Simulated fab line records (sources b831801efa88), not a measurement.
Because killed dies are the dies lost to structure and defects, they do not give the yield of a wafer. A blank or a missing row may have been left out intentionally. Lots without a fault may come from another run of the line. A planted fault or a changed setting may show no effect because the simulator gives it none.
Problem report, 8D (eight disciplines) form, completed by code | flow sky130 | the parts of the form that need people (team, actions taken, sign-off) are left out

## 1. THE PROBLEM
At SKY_LDD_P_CD_MEAS_07, cd_nm averages 356.4 nm over 4 wafers from 3 lots, while fault-free wafers read 380.5 nm, standard deviation 2.7. Relative to the usual mean, that is a shift of -8.9 standard deviations.
The step: target cd 380 nm.
Seen first at day 22 07:13 on cd_sem-01, wafer L600.6. Wafers with a number at this step in the record: 43, from 15 lots. By rule, "out" or "out of limits" means more than 4 standard deviations away from the usual mean. The other wafers with a number count as sound.

## 2. WHAT THIS IS AND IS NOT
question                    | is                             | is not
which readings at this step | cd_nm                          | -
which lots                  | L600, L601, L602               | L591, L592, L593, L594, L595, L596, L597, L610, L611, L612, L613, L614
which wafers of those lots  | L600.6, L601.3, L601.6, L602.6 | L600.2, L600.5, L602.4
read on which gauges        | cd_sem-01, cd_sem-02           | -
when                        | from day 22 07:13              | up to then (23 sound wafers); but 16 sound wafers of L602, L610, L611, L612, L613, L614 came after

## 3. WHAT RULES OUT EACH SUSPECT
Counting: a tool at a process step up to the reading stays a suspect if it ran every lot that is out. Sound lots after the first of them don't rule it out here, since some wafers of a struck lot are sound.
- the gauge at SKY_LDD_P_CD_MEAS_07 has been ruled out. 2 gauges (cd_sem-01, cd_sem-02) read the wafers that are out.
- litho_track-03 at SKY_LDD_P_DEVELOP_06 (develop time 60 s): kept. It ran every lot that is out, first L600 (day 22 07:04); its last sound lot up to then is L597 (day 21 06:39).
After counting, what remains is litho_track-03 at SKY_LDD_P_DEVELOP_06.

## 4. THE CAUSE (what the simulator had put in)
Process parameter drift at SKY_LDD_P_DEVELOP_06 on litho_track-03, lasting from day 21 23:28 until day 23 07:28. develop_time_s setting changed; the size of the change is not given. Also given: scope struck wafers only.
Counting left only this tool.

## 5. SEQUENCE OF EFFECTS, ordered by route
Each row: a reading where the mean over the struck wafers with a number is more than 3 standard deviations away from the usual. Only readings whose record carries a usual standard deviation are examined. hours: median over the lots of the time between each lot's start at the first step of this table that gives one and its start at this step. sigmas: the change, counted in usual standard deviations.
hours | step                 | reading | usual    | on struck wafers | change | sigmas
0     | SKY_LDD_P_CD_MEAS_07 | cd_nm   | 380.5 nm | 356.4            | -24.1  | -8.9

## 6. WHAT WOULD HAVE CAUGHT IT SOONER
In this record the first reading out of limits at a measuring or inspecting step was taken at day 22 07:13, 8 hours after the fault began at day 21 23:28.
No tool reading at SKY_LDD_P_DEVELOP_06 that has a usual standard deviation in the record was out on any struck wafer, so an alarm limit of 4 standard deviations on those readings would not have fired.
Lots out: 3; of these, L601, L602 started SKY_LDD_P_DEVELOP_06 on litho_track-03 after day 22 07:13. A hold on the tool at that time would have spared those 2.
